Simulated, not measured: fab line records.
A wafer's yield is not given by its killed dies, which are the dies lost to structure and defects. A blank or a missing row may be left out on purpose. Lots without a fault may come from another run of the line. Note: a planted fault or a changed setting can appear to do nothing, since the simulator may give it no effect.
What tool caused it? ; flow gf180mcu ; 6 lots with 18 wafers sampled at 3 steps, on a route of 602 steps

WHAT THE GAUGES READ, wafer by wafer
GF_HV_LDD_RS_MEAS_53: uses a four-point probe to measure.
lot;measured;on;HV_LDD_RS (ohm/sq)
L992;day 14 03:20;filmMetro-03;420.4 420.9 422.3
L998;day 16 00:16;filmMetro-03;421.9 422.4 422.2
L104;day 18 04:52;filmMetro-03;419.6 418.9 419.4
L106;day 18 19:41;filmMetro-04;417.4 417.8 418.1
L108;day 19 09:48;filmMetro-02;418.9 418.0 418.3
L110;day 20 10:02;filmMetro-04;418.4 418.8 419.8

WHAT TOOL EACH LOT RAN ON (gives the tool, then ch and the chambers of the sampled wafers, and finally the start)
lot;GF_POLY_GATE_ETCH_13;GF_HV_LDD_IMPLANT_09
L992;rieSi-01 ch 0,3, day 10 17:26;implanter-03 ch 0, day 11 13:44
L998;rieSi-01 ch 0,2, day 12 10:19;implanter-03 ch 0, day 13 07:11
L104;rieSi-02 ch 0,1,2, day 14 09:31;implanter-02 ch 0, day 15 08:41
L106;rieSi-02 ch 0,2,3, day 14 22:28;implanter-04 ch 0, day 15 22:10
L108;rieSi-02 ch 0,1, day 15 10:16;implanter-04 ch 0, day 16 09:55
L110;rieSi-01 ch 0,3, day 16 07:20;implanter-03 ch 0, day 17 08:40
- GF_POLY_GATE_ETCH_13: etches poly-Si in HBr/Cl2, stops on SiO2, target depth 198.5 nm, time 69.6 s.
- GF_HV_LDD_IMPLANT_09

THE ANSWER, worked out from the rows above alone
Rule: the lots themselves supply what counts as usual. The widest of any qualifying gaps counts: lots, ordered by their means at a reading, are off when they make up no more than a third of the lots, leave a main group of 4 or more, and stand apart from it by 3 or more times the standard deviation of that group's means. The tables above print the reading to a certain number of digits; a main group whose means all agree to those digits is not used. Also off: a lot with no number at a reading for which 4 or more lots have one. All remaining lots with rows at the step are treated as sound.
Off: at GF_HV_LDD_RS_MEAS_53 (HV_LDD_RS), L992, L998. Main group: mean 418.6 ohm/sq, sd 0.59.
If a tool, at a process step before that reading, ran all the lots that are off and no sound lot after the first of them, it fits. Gauges at GF_HV_LDD_RS_MEAS_53: tried the same way as those tools. No candidate that was tried fits.

WHAT THE SIMULATOR HAD INSERTED
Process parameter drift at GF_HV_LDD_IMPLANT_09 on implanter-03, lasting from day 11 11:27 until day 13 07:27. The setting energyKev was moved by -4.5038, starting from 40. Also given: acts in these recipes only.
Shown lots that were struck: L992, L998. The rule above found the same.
